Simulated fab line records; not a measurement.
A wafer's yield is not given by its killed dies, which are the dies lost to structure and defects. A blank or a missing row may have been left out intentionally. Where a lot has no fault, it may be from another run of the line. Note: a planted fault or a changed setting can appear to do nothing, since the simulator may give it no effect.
Which of the tools did it? / flow gf180mcu / Sampling: 15 lots, 45 wafers, 5 of 602 route steps

WHAT THE GAUGES READ, wafer by wafer
The record lacks any reading of a measuring or inspecting step that a usual standard deviation could be used to judge.

EACH LOT AND THE TOOL THAT RAN IT (in order: tool; ch and the chambers of the sampled wafers; start)
lot=L815; GF_V1_STRIP_18=plasma-asher-04 ch 0,1, day 18 02:40; GF_M2_SPUTTER_01=pvd-sputter-01, day 18 03:59; GF_M2_SPUTTER_03=pvd-sputter-01, day 18 04:03; GF_M2_METAL_ETCH_16=rie-metal-02 ch 0,1, day 19 04:49; GF_M2_STRIP_17=plasma-asher-01 ch 0, day 19 04:56
lot=L818; GF_V1_STRIP_18=plasma-asher-02 ch 0,1, day 19 13:33; GF_M2_SPUTTER_01=pvd-sputter-03, day 19 14:52; GF_M2_SPUTTER_03=pvd-sputter-03, day 19 14:56; GF_M2_METAL_ETCH_16=rie-metal-03 ch 0,1, day 20 14:44; GF_M2_STRIP_17=plasma-asher-01 ch 0,1, day 20 14:51
lot=L819; GF_V1_STRIP_18=plasma-asher-02 ch 0,1, day 20 08:00; GF_M2_SPUTTER_01=pvd-sputter-01, day 20 09:22; GF_M2_SPUTTER_03=pvd-sputter-01, day 20 09:25; GF_M2_METAL_ETCH_16=rie-metal-04 ch 0,1, day 21 09:47; GF_M2_STRIP_17=plasma-asher-03 ch 0,1, day 21 09:54
lot=L821; GF_V1_STRIP_18=plasma-asher-03 ch 0,1, day 20 19:49; GF_M2_SPUTTER_01=pvd-sputter-01, day 20 21:08; GF_M2_SPUTTER_03=pvd-sputter-01, day 20 21:12; GF_M2_METAL_ETCH_16=rie-metal-04 ch 0,1, day 21 21:17; GF_M2_STRIP_17=plasma-asher-01 ch 0,1, day 21 21:24
lot=L822; GF_V1_STRIP_18=plasma-asher-04 ch 0,1, day 21 09:13; GF_M2_SPUTTER_01=pvd-sputter-03, day 21 10:33; GF_M2_SPUTTER_03=pvd-sputter-03, day 21 10:37; GF_M2_METAL_ETCH_16=rie-metal-02 ch 0,1, day 22 09:55; GF_M2_STRIP_17=plasma-asher-03 ch 0,1, day 22 10:02
lot=L823; GF_V1_STRIP_18=plasma-asher-02 ch 0,1, day 21 11:44; GF_M2_SPUTTER_01=pvd-sputter-03, day 21 13:03; GF_M2_SPUTTER_03=pvd-sputter-03, day 21 13:07; GF_M2_METAL_ETCH_16=rie-metal-04 ch 0,1, day 22 12:17; GF_M2_STRIP_17=plasma-asher-01 ch 0,1, day 22 12:23
lot=L824; GF_V1_STRIP_18=plasma-asher-03 ch 0,1, day 21 14:56; GF_M2_SPUTTER_01=pvd-sputter-02, day 21 16:16; GF_M2_SPUTTER_03=pvd-sputter-02, day 21 16:20; GF_M2_METAL_ETCH_16=rie-metal-02 ch 0,1, day 22 15:59; GF_M2_STRIP_17=plasma-asher-01 ch 0,1, day 22 16:06
lot=L825; GF_V1_STRIP_18=plasma-asher-03 ch 0,1, day 21 23:57; GF_M2_SPUTTER_01=pvd-sputter-01, day 22 01:17; GF_M2_SPUTTER_03=pvd-sputter-01, day 22 01:20; GF_M2_METAL_ETCH_16=rie-metal-03 ch 0,1, day 22 23:47; GF_M2_STRIP_17=plasma-asher-02 ch 0,1, day 22 23:54
lot=L826; GF_V1_STRIP_18=plasma-asher-03 ch 0,1, day 22 09:18; GF_M2_SPUTTER_01=pvd-sputter-01, day 22 10:38; GF_M2_SPUTTER_03=pvd-sputter-01, day 22 10:41; GF_M2_METAL_ETCH_16=rie-metal-02 ch 0, day 23 09:45; GF_M2_STRIP_17=plasma-asher-01 ch 0,1, day 23 09:56
lot=L829; GF_V1_STRIP_18=plasma-asher-03 ch 0,1, day 23 11:21; GF_M2_SPUTTER_01=pvd-sputter-01, day 23 12:38; GF_M2_SPUTTER_03=pvd-sputter-01, day 23 12:42; GF_M2_METAL_ETCH_16=rie-metal-03 ch 0,1, day 24 10:42; GF_M2_STRIP_17=plasma-asher-01 ch 0,1, day 24 10:49
lot=L830; GF_V1_STRIP_18=plasma-asher-04 ch 0,1, day 23 14:48; GF_M2_SPUTTER_01=pvd-sputter-01, day 23 16:13; GF_M2_SPUTTER_03=pvd-sputter-01, day 23 16:16; GF_M2_METAL_ETCH_16=rie-metal-04 ch 0,1, day 24 14:41; GF_M2_STRIP_17=plasma-asher-01 ch 0,1, day 24 14:48
lot=L831; GF_V1_STRIP_18=plasma-asher-04 ch 0,1, day 24 00:26; GF_M2_SPUTTER_01=pvd-sputter-02, day 24 01:43; GF_M2_SPUTTER_03=pvd-sputter-02, day 24 01:47; GF_M2_METAL_ETCH_16=rie-metal-02 ch 0,1, day 24 23:49; GF_M2_STRIP_17=plasma-asher-03 ch 0,1, day 24 23:57
lot=L833; GF_V1_STRIP_18=plasma-asher-02 ch 0,1, day 24 11:12; GF_M2_SPUTTER_01=pvd-sputter-03, day 24 12:31; GF_M2_SPUTTER_03=pvd-sputter-03, day 24 12:35; GF_M2_METAL_ETCH_16=rie-metal-04 ch 0,1, day 25 10:28; GF_M2_STRIP_17=plasma-asher-02 ch 0,1, day 25 10:35
lot=L837; GF_V1_STRIP_18=plasma-asher-03 ch 0,1, day 25 18:47; GF_M2_SPUTTER_01=pvd-sputter-03, day 25 20:06; GF_M2_SPUTTER_03=pvd-sputter-03, day 25 20:10; GF_M2_METAL_ETCH_16=rie-metal-03 ch 0,1, day 26 17:15; GF_M2_STRIP_17=plasma-asher-03 ch 0,1, day 26 17:22
lot=L838; GF_V1_STRIP_18=plasma-asher-04 ch 0,1, day 26 04:36; GF_M2_SPUTTER_01=pvd-sputter-02, day 26 05:58; GF_M2_SPUTTER_03=pvd-sputter-02, day 26 06:02; GF_M2_METAL_ETCH_16=rie-metal-02 ch 0,1, day 27 02:44; GF_M2_STRIP_17=plasma-asher-03 ch 0,1, day 27 02:51
- GF_V1_STRIP_18: strips in O2/N2.
- GF_M2_SPUTTER_01: material TiN, target thk 30 nm, time 25 s.
- GF_M2_SPUTTER_03: material Ti, target thk 10 nm, time 6.7 s.
- GF_M2_METAL_ETCH_16: etches the open film in Cl2/BCl3, stops on SiO2, target depth 627.5 nm, time 104.6 s.
- GF_M2_STRIP_17: strips in O2/N2.

WHAT THE TOOLS THEMSELVES READ (means of the sampled wafers that have a number; where no wafer has one, the mark that the record gives instead)
GF_V1_STRIP_18. Usual: drypump-motor-current-A 6.0 A, standard deviation 0.45; heater-power-w 322 W, standard deviation 29; o2-flow-sccm 3002 sccm, standard deviation 9.1; oes-product-au 0.600 a.u., standard deviation 0.0051.
lot=L815; tool=plasma-asher-04; drypump-motor-current-A (A)=5.3; heater-power-w (W)=358; o2-flow-sccm (sccm)=3000; oes-product-au (a.u.)=0.602; flag=
lot=L818; tool=plasma-asher-02; drypump-motor-current-A (A)=6.3; heater-power-w (W)=289; o2-flow-sccm (sccm)=2998; oes-product-au (a.u.)=0.601; flag=
lot=L819; tool=plasma-asher-02; drypump-motor-current-A (A)=6.2; heater-power-w (W)=300; o2-flow-sccm (sccm)=3008; oes-product-au (a.u.)=0.600; flag=
lot=L821; tool=plasma-asher-03; drypump-motor-current-A (A)=6.2; heater-power-w (W)=336; o2-flow-sccm (sccm)=3003; oes-product-au (a.u.)=0.602; flag=
lot=L822; tool=plasma-asher-04; drypump-motor-current-A (A)=5.3; heater-power-w (W)=350; o2-flow-sccm (sccm)=3003; oes-product-au (a.u.)=0.597; flag=
lot=L823; tool=plasma-asher-02; drypump-motor-current-A (A)=6.3; heater-power-w (W)=293; o2-flow-sccm (sccm)=2994; oes-product-au (a.u.)=0.594; flag=
lot=L824; tool=plasma-asher-03; drypump-motor-current-A (A)=6.4; heater-power-w (W)=322; o2-flow-sccm (sccm)=3004; oes-product-au (a.u.)=0.596; flag=
lot=L825; tool=plasma-asher-03; drypump-motor-current-A (A)=6.4; heater-power-w (W)=319; o2-flow-sccm (sccm)=3014; oes-product-au (a.u.)=0.597; flag=
lot=L826; tool=plasma-asher-03; drypump-motor-current-A (A)=6.2; heater-power-w (W)=336; o2-flow-sccm (sccm)=2998; oes-product-au (a.u.)=0.601; flag=
lot=L829; tool=plasma-asher-03; drypump-motor-current-A (A)=6.3; heater-power-w (W)=333; o2-flow-sccm (sccm)=3002; oes-product-au (a.u.)=0.597; flag=
lot=L830; tool=plasma-asher-04; drypump-motor-current-A (A)=5.3; heater-power-w (W)=353; o2-flow-sccm (sccm)=3004; oes-product-au (a.u.)=0.603; flag=
lot=L831; tool=plasma-asher-04; drypump-motor-current-A (A)=5.3; heater-power-w (W)=344; o2-flow-sccm (sccm)=2997; oes-product-au (a.u.)=0.596; flag=
lot=L833; tool=plasma-asher-02; drypump-motor-current-A (A)=6.2; heater-power-w (W)=290; o2-flow-sccm (sccm)=2998; oes-product-au (a.u.)=0.605; flag=
lot=L837; tool=plasma-asher-03; drypump-motor-current-A (A)=6.4; heater-power-w (W)=317; o2-flow-sccm (sccm)=2995; oes-product-au (a.u.)=0.595; flag=
lot=L838; tool=plasma-asher-04; drypump-motor-current-A (A)=5.3; heater-power-w (W)=352; o2-flow-sccm (sccm)=2991; oes-product-au (a.u.)=0.601; flag=

GF_M2_SPUTTER_01. Usual: cathode-dc-power-W 6500.1 W, standard deviation 1.2; throttle-valve-pct 30.0 %, standard deviation 1.2.
lot=L815; tool=pvd-sputter-01; cathode-dc-power-W (W)=6499.9; throttle-valve-pct (%)=29.6; flag=
lot=L818; tool=pvd-sputter-03; cathode-dc-power-W (W)=6501.3; throttle-valve-pct (%)=29.5; flag=
lot=L819; tool=pvd-sputter-01; cathode-dc-power-W (W)=6500.6; throttle-valve-pct (%)=29.2; flag=
lot=L821; tool=pvd-sputter-01; cathode-dc-power-W (W)=6500.0; throttle-valve-pct (%)=29.7; flag=
lot=L822; tool=pvd-sputter-03; cathode-dc-power-W (W)=6500.5; throttle-valve-pct (%)=30.6; flag=
lot=L823; tool=pvd-sputter-03; cathode-dc-power-W (W)=6499.3; throttle-valve-pct (%)=29.6; flag=
lot=L824; tool=pvd-sputter-02; cathode-dc-power-W (W)=6499.2; throttle-valve-pct (%)=30.0; flag=
lot=L825; tool=pvd-sputter-01; cathode-dc-power-W (W)=6499.5; throttle-valve-pct (%)=29.3; flag=
lot=L826; tool=pvd-sputter-01; cathode-dc-power-W (W)=6500.1; throttle-valve-pct (%)=29.1; flag=
lot=L829; tool=pvd-sputter-01; cathode-dc-power-W (W)=6499.5; throttle-valve-pct (%)=29.4; flag=
lot=L830; tool=pvd-sputter-01; cathode-dc-power-W (W)=6500.3; throttle-valve-pct (%)=29.4; flag=
lot=L831; tool=pvd-sputter-02; cathode-dc-power-W (W)=6499.2; throttle-valve-pct (%)=31.1; flag=
lot=L833; tool=pvd-sputter-03; cathode-dc-power-W (W)=6501.8; throttle-valve-pct (%)=30.4; flag=
lot=L837; tool=pvd-sputter-03; cathode-dc-power-W (W)=6501.2; throttle-valve-pct (%)=30.9; flag=
lot=L838; tool=pvd-sputter-02; cathode-dc-power-W (W)=6499.1; throttle-valve-pct (%)=30.4; flag=

GF_M2_SPUTTER_03. Usual: cathode-dc-power-W 3000.0 W, standard deviation 0.48; throttle-valve-pct 30.0 %, standard deviation 1.2.
lot=L815; tool=pvd-sputter-01; cathode-dc-power-W (W)=2999.8; throttle-valve-pct (%)=29.7; flag=
lot=L818; tool=pvd-sputter-03; cathode-dc-power-W (W)=2999.6; throttle-valve-pct (%)=29.4; flag=
lot=L819; tool=pvd-sputter-01; cathode-dc-power-W (W)=3000.2; throttle-valve-pct (%)=29.1; flag=
lot=L821; tool=pvd-sputter-01; cathode-dc-power-W (W)=3000.2; throttle-valve-pct (%)=29.7; flag=
lot=L822; tool=pvd-sputter-03; cathode-dc-power-W (W)=3000.2; throttle-valve-pct (%)=30.8; flag=
lot=L823; tool=pvd-sputter-03; cathode-dc-power-W (W)=3000.1; throttle-valve-pct (%)=29.5; flag=
lot=L824; tool=pvd-sputter-02; cathode-dc-power-W (W)=2999.3; throttle-valve-pct (%)=30.0; flag=
lot=L825; tool=pvd-sputter-01; cathode-dc-power-W (W)=2999.8; throttle-valve-pct (%)=29.5; flag=
lot=L826; tool=pvd-sputter-01; cathode-dc-power-W (W)=3000.2; throttle-valve-pct (%)=29.0; flag=
lot=L829; tool=pvd-sputter-01; cathode-dc-power-W (W)=2999.5; throttle-valve-pct (%)=29.4; flag=
lot=L830; tool=pvd-sputter-01; cathode-dc-power-W (W)=2999.8; throttle-valve-pct (%)=29.3; flag=
lot=L831; tool=pvd-sputter-02; cathode-dc-power-W (W)=3000.1; throttle-valve-pct (%)=31.3; flag=
lot=L833; tool=pvd-sputter-03; cathode-dc-power-W (W)=2999.8; throttle-valve-pct (%)=30.4; flag=
lot=L837; tool=pvd-sputter-03; cathode-dc-power-W (W)=3000.0; throttle-valve-pct (%)=30.8; flag=
lot=L838; tool=pvd-sputter-02; cathode-dc-power-W (W)=3000.0; throttle-valve-pct (%)=30.5; flag=

GF_M2_METAL_ETCH_16. Usual: bcl3-flow-sccm 39.99 sccm, standard deviation 0.14; bias-w 140.0 W, standard deviation 0.43; drypump-motor-current-A 5.7 A, standard deviation 0.57; oes-product-au 0.973 a.u., standard deviation 0.006; throttle-valve-pct 27.538 %, standard deviation 0.011.
lot=L815; tool=rie-metal-02; bcl3-flow-sccm (sccm)=39.88; bias-w (W)=140.3; drypump-motor-current-A (A)=5.0; oes-product-au (a.u.)=0.970; throttle-valve-pct (%)=27.546; flag=
lot=L818; tool=rie-metal-03; bcl3-flow-sccm (sccm)=40.01; bias-w (W)=140.0; drypump-motor-current-A (A)=6.2; oes-product-au (a.u.)=0.977; throttle-valve-pct (%)=27.532; flag=
lot=L819; tool=rie-metal-04; bcl3-flow-sccm (sccm)=40.00; bias-w (W)=140.0; drypump-motor-current-A (A)=6.1; oes-product-au (a.u.)=0.969; throttle-valve-pct (%)=27.536; flag=
lot=L821; tool=rie-metal-04; bcl3-flow-sccm (sccm)=39.86; bias-w (W)=139.8; drypump-motor-current-A (A)=5.7; oes-product-au (a.u.)=0.975; throttle-valve-pct (%)=27.539; flag=
lot=L822; tool=rie-metal-02; bcl3-flow-sccm (sccm)=40.03; bias-w (W)=140.3; drypump-motor-current-A (A)=5.0; oes-product-au (a.u.)=0.978; throttle-valve-pct (%)=27.532; flag=
lot=L823; tool=rie-metal-04; bcl3-flow-sccm (sccm)=39.90; bias-w (W)=139.6; drypump-motor-current-A (A)=5.7; oes-product-au (a.u.)=0.975; throttle-valve-pct (%)=27.543; flag=
lot=L824; tool=rie-metal-02; bcl3-flow-sccm (sccm)=40.03; bias-w (W)=140.3; drypump-motor-current-A (A)=5.1; oes-product-au (a.u.)=0.978; throttle-valve-pct (%)=27.537; flag=
lot=L825; tool=rie-metal-03; bcl3-flow-sccm (sccm)=40.08; bias-w (W)=140.4; drypump-motor-current-A (A)=6.2; oes-product-au (a.u.)=0.971; throttle-valve-pct (%)=27.541; flag=
lot=L826; tool=rie-metal-02; bcl3-flow-sccm (sccm)=40.01; bias-w (W)=139.4; drypump-motor-current-A (A)=5.1; oes-product-au (a.u.)=0.969; throttle-valve-pct (%)=27.546; flag=
lot=L829; tool=rie-metal-03; bcl3-flow-sccm (sccm)=-; bias-w (W)=-; drypump-motor-current-A (A)=-; oes-product-au (a.u.)=-; throttle-valve-pct (%)=-; flag=OFF
lot=L830; tool=rie-metal-04; bcl3-flow-sccm (sccm)=-; bias-w (W)=-; drypump-motor-current-A (A)=-; oes-product-au (a.u.)=-; throttle-valve-pct (%)=-; flag=OFF
lot=L831; tool=rie-metal-02; bcl3-flow-sccm (sccm)=-; bias-w (W)=-; drypump-motor-current-A (A)=-; oes-product-au (a.u.)=-; throttle-valve-pct (%)=-; flag=OFF
lot=L833; tool=rie-metal-04; bcl3-flow-sccm (sccm)=40.06; bias-w (W)=140.4; drypump-motor-current-A (A)=6.1; oes-product-au (a.u.)=0.976; throttle-valve-pct (%)=27.541; flag=
lot=L837; tool=rie-metal-03; bcl3-flow-sccm (sccm)=40.09; bias-w (W)=140.1; drypump-motor-current-A (A)=6.2; oes-product-au (a.u.)=0.968; throttle-valve-pct (%)=27.536; flag=
lot=L838; tool=rie-metal-02; bcl3-flow-sccm (sccm)=40.04; bias-w (W)=139.9; drypump-motor-current-A (A)=5.1; oes-product-au (a.u.)=0.976; throttle-valve-pct (%)=27.540; flag=

GF_M2_STRIP_17. Usual: drypump-motor-current-A 5.8 A, standard deviation 0.52; heater-power-w 319 W, standard deviation 31; o2-flow-sccm 2999 sccm, standard deviation 9.6; oes-product-au 0.556 a.u., standard deviation 0.0048; strip-time-to-endpoint-s 7.84 s, standard deviation 0.038.
lot=L815; tool=plasma-asher-01; drypump-motor-current-A (A)=5.3; heater-power-w (W)=349; o2-flow-sccm (sccm)=2995; oes-product-au (a.u.)=0.555; strip-time-to-endpoint-s (s)=7.83; flag=
lot=L818; tool=plasma-asher-01; drypump-motor-current-A (A)=5.3; heater-power-w (W)=326; o2-flow-sccm (sccm)=2993; oes-product-au (a.u.)=0.556; strip-time-to-endpoint-s (s)=7.82; flag=
lot=L819; tool=plasma-asher-03; drypump-motor-current-A (A)=6.4; heater-power-w (W)=321; o2-flow-sccm (sccm)=3000; oes-product-au (a.u.)=0.557; strip-time-to-endpoint-s (s)=7.83; flag=
lot=L821; tool=plasma-asher-01; drypump-motor-current-A (A)=5.3; heater-power-w (W)=331; o2-flow-sccm (sccm)=2992; oes-product-au (a.u.)=0.557; strip-time-to-endpoint-s (s)=7.84; flag=
lot=L822; tool=plasma-asher-03; drypump-motor-current-A (A)=6.4; heater-power-w (W)=326; o2-flow-sccm (sccm)=3025; oes-product-au (a.u.)=0.558; strip-time-to-endpoint-s (s)=7.86; flag=
lot=L823; tool=plasma-asher-01; drypump-motor-current-A (A)=5.4; heater-power-w (W)=308; o2-flow-sccm (sccm)=2991; oes-product-au (a.u.)=0.555; strip-time-to-endpoint-s (s)=7.89; flag=
lot=L824; tool=plasma-asher-01; drypump-motor-current-A (A)=5.4; heater-power-w (W)=308; o2-flow-sccm (sccm)=3005; oes-product-au (a.u.)=0.559; strip-time-to-endpoint-s (s)=7.87; flag=
lot=L825; tool=plasma-asher-02; drypump-motor-current-A (A)=6.3; heater-power-w (W)=297; o2-flow-sccm (sccm)=3001; oes-product-au (a.u.)=0.554; strip-time-to-endpoint-s (s)=7.84; flag=
lot=L826; tool=plasma-asher-01; drypump-motor-current-A (A)=5.4; heater-power-w (W)=306; o2-flow-sccm (sccm)=2992; oes-product-au (a.u.)=0.552; strip-time-to-endpoint-s (s)=7.78; flag=
lot=L829; tool=plasma-asher-01; drypump-motor-current-A (A)=5.3; heater-power-w (W)=332; o2-flow-sccm (sccm)=3003; oes-product-au (a.u.)=0.661; strip-time-to-endpoint-s (s)=10.21; flag=OFF
lot=L830; tool=plasma-asher-01; drypump-motor-current-A (A)=5.4; heater-power-w (W)=307; o2-flow-sccm (sccm)=2998; oes-product-au (a.u.)=0.660; strip-time-to-endpoint-s (s)=10.23; flag=OFF
lot=L831; tool=plasma-asher-03; drypump-motor-current-A (A)=6.2; heater-power-w (W)=332; o2-flow-sccm (sccm)=3005; oes-product-au (a.u.)=0.656; strip-time-to-endpoint-s (s)=10.21; flag=OFF
lot=L833; tool=plasma-asher-02; drypump-motor-current-A (A)=6.2; heater-power-w (W)=300; o2-flow-sccm (sccm)=3000; oes-product-au (a.u.)=0.553; strip-time-to-endpoint-s (s)=7.87; flag=
lot=L837; tool=plasma-asher-03; drypump-motor-current-A (A)=6.4; heater-power-w (W)=322; o2-flow-sccm (sccm)=3001; oes-product-au (a.u.)=0.555; strip-time-to-endpoint-s (s)=7.85; flag=
lot=L838; tool=plasma-asher-03; drypump-motor-current-A (A)=6.4; heater-power-w (W)=319; o2-flow-sccm (sccm)=3007; oes-product-au (a.u.)=0.562; strip-time-to-endpoint-s (s)=7.86; flag=

THE ANSWER, worked out from the rows above alone
Rule: a lot is off if the mean of its wafers that have a number lies more than 3 standard deviations from the usual mean. A lot without any number at a reading at which 4 lots or more have one is off too. Any other lot the step has rows for is counted as sound. First the gauges in route order, then the tools' own readings, where a lot's mean is used as printed above. The first step at which some lot is off is used, and at that step the reading that is off furthest; a lot without a number counts as furthest.
Off: L829, L830, L831 (GF_M2_METAL_ETCH_16, bcl3-flow-sccm). Without a number there: L829, L830, L831.
If a tool, at that step or one of the process steps before it, ran each lot that is off and ran no sound lot following the first of them, it fits. Of those tried, none fits.

WHAT THE SIMULATOR HAD PUT IN
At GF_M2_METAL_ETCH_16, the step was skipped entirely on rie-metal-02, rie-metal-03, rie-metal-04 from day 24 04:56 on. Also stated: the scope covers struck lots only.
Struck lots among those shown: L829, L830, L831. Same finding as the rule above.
